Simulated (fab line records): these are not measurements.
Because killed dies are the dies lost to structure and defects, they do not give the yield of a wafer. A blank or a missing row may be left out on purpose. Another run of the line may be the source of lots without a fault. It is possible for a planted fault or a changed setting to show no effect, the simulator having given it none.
2 desks looking at one fault :: flow gf180mcu :: numbers are kept per desk, each desk with only its own; the story behind them comes last

## FOR THE TOOL OWNER'S DESK: litho_track-04
The tool's own readings at GF_V1_PEB_12 (peb time 90 s): means of the sampled wafers that have a number, for each lot that ran on this tool. Marked OUT: a lot whose mean sits more than 4 standard deviations from the usual mean, which makes it out of limits; the brackets give that distance.
Columns: A = exhaust_pa at GF_V1_PEB_12, usual 44.8 Pa
lot: L302
first seen here: day 19 21:23
A: 43.7

lot: L313
first seen here: day 23 19:38
A: 45.6

lot: L315
first seen here: day 24 08:53
A: 44.9
This desk's finding: nothing out of limits on any of the 3 lots.

## AT THE METROLOGY DESK
What the gauges read, lot by lot, whatever tool the lot ran on: means of the sampled wafers that have a number. Marked OUT: a lot whose mean sits more than 4 standard deviations from the usual mean, which makes it out of limits; the brackets give that distance.
Columns: A = V1_CVD_00_THK at GF_V1_THK_MEAS_01, usual 597 nm; B = V1_CVD_02_THK at GF_V1_THK_MEAS_03, usual 845 nm; C = V1_BOW at GF_V1_BOW_MEAS_05, usual 83 um; D = cd_nm at GF_V1_CD_MEAS_14, usual 260.0 nm; E = V1_OVL at GF_V1_OVL_MEAS_15, usual 2 nm
lot: L300
first seen here: day 17 20:27
A: 597
B: 849
C: 74
D: 260.3
E: -12

lot: L302
first seen here: day 18 20:28
A: 598
B: 834
C: 80
D: 260.2
E: 3

lot: L313
first seen here: day 22 20:49
A: 591
B: 846
C: 87
D: 262.5
E: 10

lot: L315
first seen here: day 23 09:56
A: 591
B: 859
C: 84
D: 261.2
E: 6

lot: L317
first seen here: day 23 22:20
A: 605
B: 833
C: 89
D: 258.6
E: 7

lot: L319
first seen here: day 24 19:32
A: 596
B: 844
C: 87
D: 261.7
E: -4
This desk's finding: nothing out of limits on any of the 6 lots.

## ALL TOGETHER
Nothing out of limits was seen by the tool owner's desk.
The metrology desk saw nothing out of limits.

## WHAT THE SIMULATOR PUT IN
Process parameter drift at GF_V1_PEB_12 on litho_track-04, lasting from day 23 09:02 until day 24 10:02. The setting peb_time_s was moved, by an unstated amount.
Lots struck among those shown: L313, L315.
